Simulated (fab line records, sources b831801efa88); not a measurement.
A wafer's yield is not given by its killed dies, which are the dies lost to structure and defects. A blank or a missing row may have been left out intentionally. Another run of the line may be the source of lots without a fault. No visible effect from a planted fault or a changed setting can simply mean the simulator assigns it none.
Which of the tools did it? || flow sky130 || 39 wafers from 13 lots sampled at 5 of the route's 708 steps

== WHAT EACH GAUGE READ, for each wafer ==
SKY_POLY_GATE_THK_MEAS_21.
{"lot": "L717", "measured": "day 17 08:57", "on": "filmMetro-02", "POLY_GATE_OXIDATION_THK (nm)": "3.92 3.96 3.96"}
{"lot": "L719", "measured": "day 17 22:10", "on": "filmMetro-01", "POLY_GATE_OXIDATION_THK (nm)": "4.02 3.97 3.97"}
{"lot": "L720", "measured": "day 18 05:48", "on": "filmMetro-02", "POLY_GATE_OXIDATION_THK (nm)": "4.03 3.99 3.98"}
{"lot": "L721", "measured": "day 18 19:40", "on": "filmMetro-02", "POLY_GATE_OXIDATION_THK (nm)": "3.91 3.99 3.96"}
{"lot": "L722", "measured": "day 19 01:04", "on": "filmMetro-02", "POLY_GATE_OXIDATION_THK (nm)": "3.99 3.95 4.08"}
{"lot": "L723", "measured": "day 19 08:25", "on": "filmMetro-02", "POLY_GATE_OXIDATION_THK (nm)": "3.93 3.94 3.82"}
{"lot": "L724", "measured": "day 19 17:41", "on": "filmMetro-01", "POLY_GATE_OXIDATION_THK (nm)": "4.00 3.95 3.95"}
{"lot": "L725", "measured": "day 20 18:29", "on": "filmMetro-01", "POLY_GATE_OXIDATION_THK (nm)": "4.05 4.00 3.93"}
{"lot": "L728", "measured": "day 21 07:53", "on": "filmMetro-01", "POLY_GATE_OXIDATION_THK (nm)": "3.94 3.93 3.98"}
{"lot": "L730", "measured": "day 22 05:10", "on": "filmMetro-01", "POLY_GATE_OXIDATION_THK (nm)": "4.02 4.03 4.04"}
{"lot": "L735", "measured": "day 23 22:09", "on": "filmMetro-01", "POLY_GATE_OXIDATION_THK (nm)": "3.95 3.94 3.96"}
{"lot": "L736", "measured": "day 24 07:18", "on": "filmMetro-01", "POLY_GATE_OXIDATION_THK (nm)": "4.17 4.12 4.11"}
{"lot": "L738", "measured": "day 24 19:15", "on": "filmMetro-02", "POLY_GATE_OXIDATION_THK (nm)": "3.93 3.83 3.89"}

SKY_LDD_N_OVL_MEAS_07.
{"lot": "L717", "measured": "day 18 14:41", "on": "overlay-01", "LDD_N_OVL (nm)": "0.9 0.4 0.3"}
{"lot": "L719", "measured": "day 19 05:11", "on": "overlay-01", "LDD_N_OVL (nm)": "-0.7 0.2 0.3"}
{"lot": "L720", "measured": "day 19 12:22", "on": "overlay-01", "LDD_N_OVL (nm)": "-1.6 -2.6 -0.9"}
{"lot": "L721", "measured": "day 20 02:46", "on": "overlay-01", "LDD_N_OVL (nm)": "-0.9 0.0 0.1"}
{"lot": "L722", "measured": "day 20 08:16", "on": "overlay-01", "LDD_N_OVL (nm)": "-2.3 -1.2 -3.6"}
{"lot": "L723", "measured": "day 20 15:13", "on": "overlay-02", "LDD_N_OVL (nm)": "2.2 1.6 1.0"}
{"lot": "L724", "measured": "day 21 00:58", "on": "overlay-02", "LDD_N_OVL (nm)": "0.3 -0.3 1.4"}
{"lot": "L725", "measured": "day 22 00:41", "on": "overlay-02", "LDD_N_OVL (nm)": "-0.9 -4.2 -2.3"}
{"lot": "L728", "measured": "day 22 14:04", "on": "overlay-01", "LDD_N_OVL (nm)": "0.0 -0.7 -0.6"}
{"lot": "L730", "measured": "day 23 10:35", "on": "overlay-02", "LDD_N_OVL (nm)": "-1.7 0.0 -0.7"}
{"lot": "L735", "measured": "day 25 03:30", "on": "overlay-01", "LDD_N_OVL (nm)": "-1.4 -0.9 0.0"}
{"lot": "L736", "measured": "day 25 12:50", "on": "overlay-02", "LDD_N_OVL (nm)": "-1.2 -1.6 -1.0"}
{"lot": "L738", "measured": "day 26 00:14", "on": "overlay-01", "LDD_N_OVL (nm)": "-0.5 0.2 1.0"}

SKY_LDD_P_CD_MEAS_07: the cd target is 380 nm.
{"lot": "L717", "measured": "day 19 22:08", "on": "cdSem-01", "cdNm (nm)": "377.9 380.6 378.3"}
{"lot": "L719", "measured": "day 20 12:54", "on": "cdSem-01", "cdNm (nm)": "382.7 381.1 381.8"}
{"lot": "L720", "measured": "day 20 20:47", "on": "cdSem-02", "cdNm (nm)": "377.8 379.5 380.2"}
{"lot": "L721", "measured": "day 21 11:07", "on": "cdSem-02", "cdNm (nm)": "383.3 380.6 380.9"}
{"lot": "L722", "measured": "day 21 16:04", "on": "cdSem-01", "cdNm (nm)": "376.9 377.1 378.5"}
{"lot": "L723", "measured": "day 21 22:47", "on": "cdSem-01", "cdNm (nm)": "384.0 380.6 379.5"}
{"lot": "L724", "measured": "day 22 09:08", "on": "cdSem-02", "cdNm (nm)": "376.6 378.0 378.8"}
{"lot": "L725", "measured": "day 23 07:20", "on": "cdSem-02", "cdNm (nm)": "379.9 378.2 380.2"}
{"lot": "L728", "measured": "day 23 21:11", "on": "cdSem-02", "cdNm (nm)": "373.3 372.4 371.8"}
{"lot": "L730", "measured": "day 24 18:00", "on": "cdSem-01", "cdNm (nm)": "371.7 372.0 373.2"}
{"lot": "L735", "measured": "day 26 10:14", "on": "cdSem-01", "cdNm (nm)": "380.0 380.2 381.1"}
{"lot": "L736", "measured": "day 26 19:07", "on": "cdSem-02", "cdNm (nm)": "381.8 384.3 381.3"}
{"lot": "L738", "measured": "day 27 06:24", "on": "cdSem-02", "cdNm (nm)": "380.9 382.1 380.6"}

== WHICH TOOL RAN EACH LOT (tool, then ch and the chambers of the sampled wafers, then the start) ==
{"lot": "L717", "SKY_POLY_GATE_STRIP_18": "plasmaAsher-03 ch 0,1, day 17 07:28", "SKY_LDD_P_DEVELOP_06": "lithoTrack-01 ch 0, day 19 21:59"}
{"lot": "L719", "SKY_POLY_GATE_STRIP_18": "plasmaAsher-03 ch 0,1, day 17 20:19", "SKY_LDD_P_DEVELOP_06": "lithoTrack-01 ch 0, day 20 12:46"}
{"lot": "L720", "SKY_POLY_GATE_STRIP_18": "plasmaAsher-04 ch 0,1, day 18 04:11", "SKY_LDD_P_DEVELOP_06": "lithoTrack-04 ch 0, day 20 20:38"}
{"lot": "L721", "SKY_POLY_GATE_STRIP_18": "plasmaAsher-04 ch 1, day 18 18:11", "SKY_LDD_P_DEVELOP_06": "lithoTrack-02 ch 0, day 21 10:58"}
{"lot": "L722", "SKY_POLY_GATE_STRIP_18": "plasmaAsher-02 ch 0,1, day 18 22:19", "SKY_LDD_P_DEVELOP_06": "lithoTrack-01 ch 0, day 21 15:55"}
{"lot": "L723", "SKY_POLY_GATE_STRIP_18": "plasmaAsher-04 ch 0,1, day 19 06:07", "SKY_LDD_P_DEVELOP_06": "lithoTrack-04 ch 0, day 21 22:38"}
{"lot": "L724", "SKY_POLY_GATE_STRIP_18": "plasmaAsher-03 ch 0,1, day 19 16:16", "SKY_LDD_P_DEVELOP_06": "lithoTrack-01 ch 0, day 22 08:59"}
{"lot": "L725", "SKY_POLY_GATE_STRIP_18": "plasmaAsher-04 ch 0,1, day 20 15:58", "SKY_LDD_P_DEVELOP_06": "lithoTrack-01 ch 0, day 23 07:11"}
{"lot": "L728", "SKY_POLY_GATE_STRIP_18": "plasmaAsher-02 ch 0,1, day 21 05:47", "SKY_LDD_P_DEVELOP_06": "lithoTrack-01 ch 0, day 23 21:02"}
{"lot": "L730", "SKY_POLY_GATE_STRIP_18": "plasmaAsher-04 ch 0,1, day 22 03:46", "SKY_LDD_P_DEVELOP_06": "lithoTrack-01 ch 0, day 24 17:52"}
{"lot": "L735", "SKY_POLY_GATE_STRIP_18": "plasmaAsher-04 ch 0,1, day 23 20:46", "SKY_LDD_P_DEVELOP_06": "lithoTrack-02 ch 0, day 26 10:06"}
{"lot": "L736", "SKY_POLY_GATE_STRIP_18": "plasmaAsher-02 ch 0,1, day 24 04:58", "SKY_LDD_P_DEVELOP_06": "lithoTrack-02 ch 0, day 26 18:58"}
{"lot": "L738", "SKY_POLY_GATE_STRIP_18": "plasmaAsher-04 ch 0,1, day 24 17:50", "SKY_LDD_P_DEVELOP_06": "lithoTrack-04 ch 0, day 27 06:16"}
- SKY_POLY_GATE_STRIP_18: strips in O2/N2.
- SKY_LDD_P_DEVELOP_06: develop time 60 s.

== AS READ BY THE TOOLS THEMSELVES (means over the sampled wafers that have a number; for cases with no such wafer, the mark the record gives instead) ==
SKY_POLY_GATE_STRIP_18.
{"lot": "L717", "tool": "plasmaAsher-03", "drypumpMotorCurrentA (A)": 5.5, "oesProductAu (a.u.)": 0.359, "stripTimeToEndpointS (s)": 3.150}
{"lot": "L719", "tool": "plasmaAsher-03", "drypumpMotorCurrentA (A)": 5.3, "oesProductAu (a.u.)": 0.360, "stripTimeToEndpointS (s)": 3.183}
{"lot": "L720", "tool": "plasmaAsher-04", "drypumpMotorCurrentA (A)": 5.1, "oesProductAu (a.u.)": 0.362, "stripTimeToEndpointS (s)": 3.191}
{"lot": "L721", "tool": "plasmaAsher-04", "drypumpMotorCurrentA (A)": 5.1, "oesProductAu (a.u.)": 0.361, "stripTimeToEndpointS (s)": 3.169}
{"lot": "L722", "tool": "plasmaAsher-02", "drypumpMotorCurrentA (A)": 6.3, "oesProductAu (a.u.)": 0.359, "stripTimeToEndpointS (s)": 3.192}
{"lot": "L723", "tool": "plasmaAsher-04", "drypumpMotorCurrentA (A)": 5.1, "oesProductAu (a.u.)": 0.361, "stripTimeToEndpointS (s)": 3.182}
{"lot": "L724", "tool": "plasmaAsher-03", "drypumpMotorCurrentA (A)": 5.3, "oesProductAu (a.u.)": 0.362, "stripTimeToEndpointS (s)": 3.132}
{"lot": "L725", "tool": "plasmaAsher-04", "drypumpMotorCurrentA (A)": 5.1, "oesProductAu (a.u.)": 0.360, "stripTimeToEndpointS (s)": 3.185}
{"lot": "L728", "tool": "plasmaAsher-02", "drypumpMotorCurrentA (A)": 6.3, "oesProductAu (a.u.)": 0.360, "stripTimeToEndpointS (s)": 3.146}
{"lot": "L730", "tool": "plasmaAsher-04", "drypumpMotorCurrentA (A)": 5.1, "oesProductAu (a.u.)": 0.360, "stripTimeToEndpointS (s)": 3.162}
{"lot": "L735", "tool": "plasmaAsher-04", "drypumpMotorCurrentA (A)": 5.1, "oesProductAu (a.u.)": 0.359, "stripTimeToEndpointS (s)": 3.110}
{"lot": "L736", "tool": "plasmaAsher-02", "drypumpMotorCurrentA (A)": 6.3, "oesProductAu (a.u.)": 0.361, "stripTimeToEndpointS (s)": 3.181}
{"lot": "L738", "tool": "plasmaAsher-04", "drypumpMotorCurrentA (A)": 5.1, "oesProductAu (a.u.)": 0.361, "stripTimeToEndpointS (s)": 3.234}

SKY_LDD_P_DEVELOP_06.
{"lot": "L717", "tool": "lithoTrack-01", "developerTempC (C)": 23.10}
{"lot": "L719", "tool": "lithoTrack-01", "developerTempC (C)": 23.04}
{"lot": "L720", "tool": "lithoTrack-04", "developerTempC (C)": 23.00}
{"lot": "L721", "tool": "lithoTrack-02", "developerTempC (C)": 22.91}
{"lot": "L722", "tool": "lithoTrack-01", "developerTempC (C)": 23.00}
{"lot": "L723", "tool": "lithoTrack-04", "developerTempC (C)": 23.13}
{"lot": "L724", "tool": "lithoTrack-01", "developerTempC (C)": 23.13}
{"lot": "L725", "tool": "lithoTrack-01", "developerTempC (C)": 22.94}
{"lot": "L728", "tool": "lithoTrack-01", "developerTempC (C)": 25.12}
{"lot": "L730", "tool": "lithoTrack-01", "developerTempC (C)": 25.32}
{"lot": "L735", "tool": "lithoTrack-02", "developerTempC (C)": 22.93}
{"lot": "L736", "tool": "lithoTrack-02", "developerTempC (C)": 22.99}
{"lot": "L738", "tool": "lithoTrack-04", "developerTempC (C)": 23.01}

== THE ANSWER, worked out from the rows above alone ==
Rule: usual is defined by the lots themselves. The widest of any qualifying gaps counts: lots, ordered by their means at a reading, are off when they make up no more than a third of the lots, leave a main group of 4 or more, and stand apart from it by 3 or more times the standard deviation of that group's means. The tables above print the reading to a certain number of digits; a main group whose means all agree to those digits is not used. A lot without any number at a reading at which 4 lots or more have one is off too. Any other lot the step has rows for is counted as sound. First the gauges in route order, then the tools' own readings, where a lot's mean is used as printed above. At the first step where some lot is off, the reading lying furthest off is the one used; lots without a number count as furthest.
Off at SKY_LDD_P_CD_MEAS_07 (cdNm): L728, L730. The main group: mean 380.2 nm, standard deviation 1.6.
A tool fits if, at a process step before that reading, it ran every lot that is off, and no sound lot after the first of them. The gauges at SKY_LDD_P_CD_MEAS_07 aren't tried: what is off there is off at SKY_LDD_P_DEVELOP_06 too, on other tools, and a gauge's error can't cause that. One fits: SKY_LDD_P_DEVELOP_06 on lithoTrack-01. A fault onset in the window from L725 (day 23 07:11, its last sound lot) to L728 (day 23 21:02, its first lot off) fits.
On the lots that are off, the tool's own readings at SKY_LDD_P_DEVELOP_06 differ by more than 5 times the standard deviation of the sound lots' means, which bears it out; developerTempC reads 25.22 C there versus 23.02 C on the sound lots.

== WHAT THE SIMULATOR HAD PUT IN ==
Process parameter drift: lithoTrack-01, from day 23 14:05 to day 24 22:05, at SKY_LDD_P_DEVELOP_06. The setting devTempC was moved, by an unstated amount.
Shown lots that were struck: L728, L730. The rule above reached the same finding.
